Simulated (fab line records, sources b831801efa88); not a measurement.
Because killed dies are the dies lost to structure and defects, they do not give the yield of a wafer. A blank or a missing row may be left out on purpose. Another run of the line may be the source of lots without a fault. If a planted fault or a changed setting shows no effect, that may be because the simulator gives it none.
Comparing a struck lot with a sound one || flow sky130 || 21 steps out of a route of 708
Sound: these wafers, L431.4, L431.5, L431.6. Struck: wafers L433.2, L433.4, L433.5. The cause is named last.
Order at every step that has rows: each side's tool, ch and its chambers, its first start. Under that, the readings that differ: sound wafers || struck wafers || difference of the means || sigmas: that difference in standard deviations of wafers without a fault.
alike: a reading whose means differ by less than 2 such deviations, as well as words and numbers matching on both sides. not compared: withheld readings; readings where some wafer has no value; bounds like >300 that might hide an equal value; numbers whose values overlap and for which the record gives no deviation.
Wherever a step has rows on one side only, a row that says differs or no value, or a row with sigmas, the two part there. Non-overlapping numbers with no deviation appear without sigmas and do not part them. A reading missing from all wafers of one side parts the sides only when that side holds two or more wafers.

first, 1 step without rows for these wafers: SKY_RES_XHIGH_IMPLANT_07.
SKY_RES_XHIGH_STRIP_08: strips in O2/N2.
  sound on plasma asher-02 ch 0,1, day 30 20:51; struck on plasma asher-02 ch 0,1, day 31 13:46
  alike: drypump motor current A, oes product au, strip time to endpoint s
  not compared: rf hours counter h
SKY_RES_XHIGH_TW_MEAS_09:
  sound: film metro-04 at day 30 20:57; struck: film metro-04 at day 31 13:53
  alike: RES_XHIGH_TW
then, 7 steps without rows for these wafers: SKY_SD_N_DEHYDRATE_00 (time 60 s); SKY_SD_N_HMDS_01 (prime time 60 s); SKY_SD_N_COAT_02 (resist thk 1140 nm); SKY_SD_N_SOFTBAKE_03 (time 60 s); SKY_SD_N_EXPOSE_04 (exposes mask NSDM, target cd 380 nm); SKY_SD_N_PEB_05; SKY_SD_N_DEVELOP_06 (develop time 60 s).
SKY_SD_N_CD_MEAS_07: the cd target is 380 nm.
  sound: cd sem-02 at day 31 23:54; struck: cd sem-01 at day 32 16:52
  alike: cd nm
SKY_SD_N_OVL_MEAS_08:
  sound: overlay-02 at day 31 23:58; struck: overlay-01 at day 32 16:58
{"reading": "SD_N_OVL (nm)", "sound": "2.7 1.0 2.1", "struck": "-1.9 -0.3 -2.7", "difference": -3.6, "sigmas": -3}
SKY_SD_N_IMPLANT_09:
  sound on implanter-03 ch 0, day 32 00:04; struck on implanter-03 ch 0, day 32 17:01
{"reading": "beam on s (s)", "sound": "16.2 16.8 16.7", "struck": "23.9 23.8 23.2", "difference": "+7.1", "sigmas": "+5"}
{"reading": "dose ions cm2", "sound": "3.998e+15 3.997e+15 4.001e+15", "struck": "5.669e+15 5.671e+15 5.67e+15", "difference": "+1.671e+15", "sigmas": "+99 or more"}
then, 1 step without rows for these wafers: SKY_SD_N_IMPLANT_10.
SKY_SD_N_STRIP_11: strips in O2/N2.
  sound on plasma asher-01 ch 0,1, day 32 00:20; struck on plasma asher-01 ch 0,1, day 32 17:17
{"reading": "oes product au (a.u.)", "sound": "0.533 0.525 0.522", "struck": "0.512 0.510 0.514", "difference": -0.015, "sigmas": -3}
{"reading": "strip time to endpoint s (s)", "sound": "22.51 22.57 22.56", "struck": "23.46 23.40 23.45", "difference": "+0.89", "sigmas": "+20"}
  alike: drypump motor current A
  not compared: rf hours counter h
SKY_SD_N_TW_MEAS_12:
  sound: film metro-04 at day 32 00:25; struck: film metro-04 at day 32 17:24
{"reading": "SD_N_TW", "sound": "3973 3967 3946", "struck": "4025 4043 4036", "difference": "+73", "sigmas": "+3"}
then, 1 step without rows for these wafers: SKY_SD_N_CLEAN_13 (cleans in SC1/SC2, time 150 s).
SKY_SD_N_RTA_14: time 2 s.
  sound on rtp anneal-02 ch 0, day 32 00:32; struck on rtp anneal-02 ch 0, day 32 17:31
  alike: lamp power pct, wafer_temp_C_max
SKY_SD_N_RS_MEAS_16: measurement is done with a four-point probe.
  sound: film metro-03 at day 32 00:44; struck: film metro-03 at day 32 17:42
{"reading": "SD_N_RS (ohm/sq)", "sound": "68.46 68.47 68.45", "struck": "65.91 66.09 65.92", "difference": -2.49, "sigmas": -23}
SKY_SD_N_RS_MEAS_17: measurement is done with a four-point probe.
  sound: film metro-03 at day 32 00:52; struck: film metro-03 at day 32 17:49
{"reading": "SD_P_RS (ohm/sq)", "sound": "146.1 146.4 146.0", "struck": "147.5 147.9 146.9", "difference": "+1.3", "sigmas": "+3"}
-- the record jumps here: 17 days lie between the struck wafers' starts before and after (it left off in module SD_N and takes up again in module PAD_OPEN, whose first step shown is number 708 of the route) --
SKY_PAD_OPEN_PROBE_99:
  sound: prober-02 at day 48 18:07; struck: prober-02 at day 49 07:30
{"reading": "model.etest.res ndiff.line ohm um", "sound": "769.5 782.1 781.3", "struck": "713.9 699 707.1", "difference": -71.0, "sigmas": ""}
{"reading": "model.etest.nfet g5v0d10v5.r on ohm um", "sound": "1888 1847 1877", "struck": "1826 1834 1793", "difference": -53, "sigmas": ""}
{"reading": "model.etest.sonos uncharged.r on ohm um", "sound": "809.1 815.1 803.9", "struck": "789.8 781.5 788", "difference": -22.9, "sigmas": ""}
{"reading": "model.etest.licon ndiff.rc ohm", "sound": "181.6 183.8 180.4", "struck": "164.7 163.3 168.9", "difference": -16.3, "sigmas": ""}
{"reading": "model.etest.res ndiff hv.rs ohm sq", "sound": "115.2 115 115", "struck": "104.2 103.2 102.9", "difference": -11.6, "sigmas": ""}
{"reading": "model.etest.res ndiff.rs ohm sq", "sound": "121.2 121.9 120.7", "struck": "109.2 109.7 109.9", "difference": -11.7, "sigmas": ""}
  alike: killed_at_M0_to_M3, killed_at_M4_up, killed at contacts, killed at front end, killed at other, killed dies, killed open, killed short
  not compared: model.etest.nfet g5v0d10v5.off log10 a um, model.etest.sonos programmed.off log10 a um

## WHERE THEY PART
Earliest at SKY_SD_N_OVL_MEAS_08; latest, in this record, at SKY_SD_N_RS_MEAS_17. Later steps at which nothing parts them and some readings are alike: SKY_PAD_OPEN_PROBE_99.

WHY: the cause the simulator had injected
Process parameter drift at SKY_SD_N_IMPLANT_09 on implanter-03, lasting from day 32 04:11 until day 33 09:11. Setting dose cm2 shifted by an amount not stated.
